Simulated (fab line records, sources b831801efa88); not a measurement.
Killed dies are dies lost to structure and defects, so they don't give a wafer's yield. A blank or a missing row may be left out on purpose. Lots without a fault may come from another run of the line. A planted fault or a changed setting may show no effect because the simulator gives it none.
A struck lot beside a sound one | flow sky130 | 14 steps out of a route of 708
Sound: wafers L647.1, L647.3, L647.4. Struck: wafers L655.4, L655.5, L655.6. The cause comes at the end.
At each step with rows: each side's tool, then ch and its chambers, then its first start. Under that, the readings that differ: sound wafers | struck wafers | difference of the means | sigmas: that difference in standard deviations of wafers without a fault.
alike: readings whose means differ by less than 2 such deviations, and words and numbers that are the same on both sides. not compared: withheld readings, readings that some wafer has no value for, bounds like >300 that may hide the same value, and numbers for which the record gives no deviation and whose values overlap.
The two part at a step that has a row with sigmas, a row that says differs or no value, or rows on one side only. Numbers that don't overlap but have no deviation are shown without sigmas and don't part them. A reading that every wafer of one side lacks parts them only if that side has two wafers or more.

SKY_CONTACT_THK_MEAS_01:
  sound on film_metro-03, day 31 21:33; struck on film_metro-03, day 33 21:19
  alike: CONTACT_CVD_00_THK
then, 1 step without rows for these wafers: SKY_CONTACT_HDPCVD_02 (deposits SiO2, target thk 565 nm, time 94.2 s).
SKY_CONTACT_THK_MEAS_03:
  sound on film_metro-04, day 31 21:41; struck on film_metro-04, day 33 21:26
  alike: CONTACT_HDPCVD_THK
SKY_CONTACT_CMP_04: polishes SiO2.
  sound on cmp-01 ch 0,1,3, day 31 21:47; struck on cmp-01 ch 1,2, day 33 21:28
  alike: motor_current_A, time_to_endpoint_s
SKY_CONTACT_BOW_MEAS_05:
  sound on film_metro-03, day 31 22:02; struck on film_metro-03, day 33 21:50
  alike: CONTACT_BOW
then, 4 steps without rows for these wafers: SKY_CONTACT_DEHYDRATE_06 (time 60 s); SKY_CONTACT_HMDS_07 (prime time 60 s); SKY_CONTACT_COAT_08 (resist thk 60 nm); SKY_CONTACT_COAT_09 (resist thk 450 nm).
SKY_CONTACT_SOFTBAKE_10: time 92.42 s.
  sound on litho_track-02 ch 0; struck on litho_track-01 ch 0
  alike: plate_sensor_t_centre_C, plate_sensor_t_edge_C
then, 2 steps without rows for these wafers: SKY_CONTACT_EXPOSE_11 (exposes mask CTM1, target cd 170 nm); SKY_CONTACT_PEB_12.
SKY_CONTACT_DEVELOP_13: develop time 60 s.
  sound on litho_track-01 ch 0, day 33 00:00; struck on litho_track-04, day 35 00:00
  no value came back on the struck wafers for chill_plate_temp_C (C), develop_time_s (s), developer_temp_C (C); on the sound wafers chill_plate_temp_C (C) reads 23.20 22.92 22.95
  reading                                        | sound             | struck            | difference | sigmas
  model.KrF-thick_of_CONTACT_COAT_09.thk_nm (nm) | 436.9 436.9 437.3 | 450.8 451.4 450.9 | +14.0      |
SKY_CONTACT_CD_MEAS_14: target cd 170 nm.
  sound on cd_sem-01, day 33 00:56; struck on cd_sem-02, day 35 00:54
  reading    | sound             | struck | difference                    | sigmas
  cd_nm (nm) | 171.1 171.4 172.5 | - - -  | no value on the struck wafers |

WHERE THEY PART
First at SKY_CONTACT_DEVELOP_13; last, within this record, at SKY_CONTACT_CD_MEAS_14.

WHY: what the simulator had put in
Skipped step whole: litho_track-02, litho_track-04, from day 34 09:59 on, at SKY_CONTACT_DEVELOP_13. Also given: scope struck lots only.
